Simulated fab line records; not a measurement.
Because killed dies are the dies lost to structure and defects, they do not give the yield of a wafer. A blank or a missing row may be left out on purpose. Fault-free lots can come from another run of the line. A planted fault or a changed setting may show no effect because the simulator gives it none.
The same fault as seen by 2 desks :: flow sky130 :: numbers are kept per desk, each desk with only its own; the story behind them comes last

== FROM THE METROLOGY DESK ==
What the gauges read for every lot (on any tool): the sampled wafers with a number, averaged. The brackets show how far a lot's mean lies from the usual mean; more than 4 standard deviations puts the lot out of limits, marked OUT.
Columns: A = LI_CONTACT_OVL at SKY_LI_CONTACT_OVL_MEAS_13, usual -3 nm
lot: L207
first seen here: day 29 04:16
A: -5

lot: L208
first seen here: day 29 07:37
A: -3

lot: L209
first seen here: day 30 06:33
A: -5

lot: L211
first seen here: day 30 21:26
A: -6

lot: L217
first seen here: day 33 16:35
A: -3

lot: L219
first seen here: day 33 17:14
A: -3

lot: L220
first seen here: day 33 19:07
A: 1

lot: L222
first seen here: day 34 10:01
A: -8

lot: L223
first seen here: day 34 11:04
A: 1

lot: L224
first seen here: day 34 15:17
A: -5

lot: L225
first seen here: day 35 06:10
A: -3

lot: L226
first seen here: day 35 06:49
A: -4

lot: L228
first seen here: day 37 02:28
A: -5
Result from this desk: across the 13 lots, nothing is out of limits.

== AT THE TOOL OWNER'S DESK: implanter-04 ==
For each lot that ran on this tool, the mean over its sampled wafers that have a number, from the tool's own readings at SKY_LDD_LDN_IMPLANT_10. The brackets show how far a lot's mean lies from the usual mean; more than 4 standard deviations puts the lot out of limits, marked OUT.
Columns: A = beam energy keV at SKY_LDD_LDN_IMPLANT_10, usual 14.999; B = beam on s at SKY_LDD_LDN_IMPLANT_10, usual 9.99 s
lot: L207
first seen here: day 22 22:25
A: 14.994
B: 10.01

lot: L208
first seen here: day 23 01:37
A: 15.002
B: 9.86

lot: L209
first seen here: day 24 03:19
A: 16.232 (+99 or more) OUT
B: 9.92

lot: L211
first seen here: day 24 19:34
A: 16.238 (+99 or more) OUT
B: 10.05

lot: L217
first seen here: day 27 18:54
A: 14.996
B: 10.11

lot: L222
first seen here: day 28 14:38
A: 15.002
B: 9.78

lot: L223
first seen here: day 28 17:45
A: 15.001
B: 10.01

lot: L228
first seen here: day 31 09:27
A: 14.997
B: 10.21
This desk finds L209, L211 out of limits, L209 being first, at day 24 03:19 (beam energy keV at SKY_LDD_LDN_IMPLANT_10). Within limits: L207, L208, L217, L222, L223, L228.

== BROUGHT TOGETHER ==
The tool owner's desk could have raised an alarm at day 24 03:19, on L209, L211.
Nothing out of limits was seen by the metrology desk.
The metrology desk has L209, L211 on record, within its limits.
Every lot named ran SKY_LDD_LDN_IMPLANT_10 on implanter-04.

== WHAT THE SIMULATOR PUT IN ==
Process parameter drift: implanter-04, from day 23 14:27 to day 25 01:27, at SKY_LDD_LDN_IMPLANT_10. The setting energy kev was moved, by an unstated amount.
Struck lots among those shown: L209, L211.
Delay in hours, fault start to first out-of-limits reading, by desk: the tool owner's desk at 13.
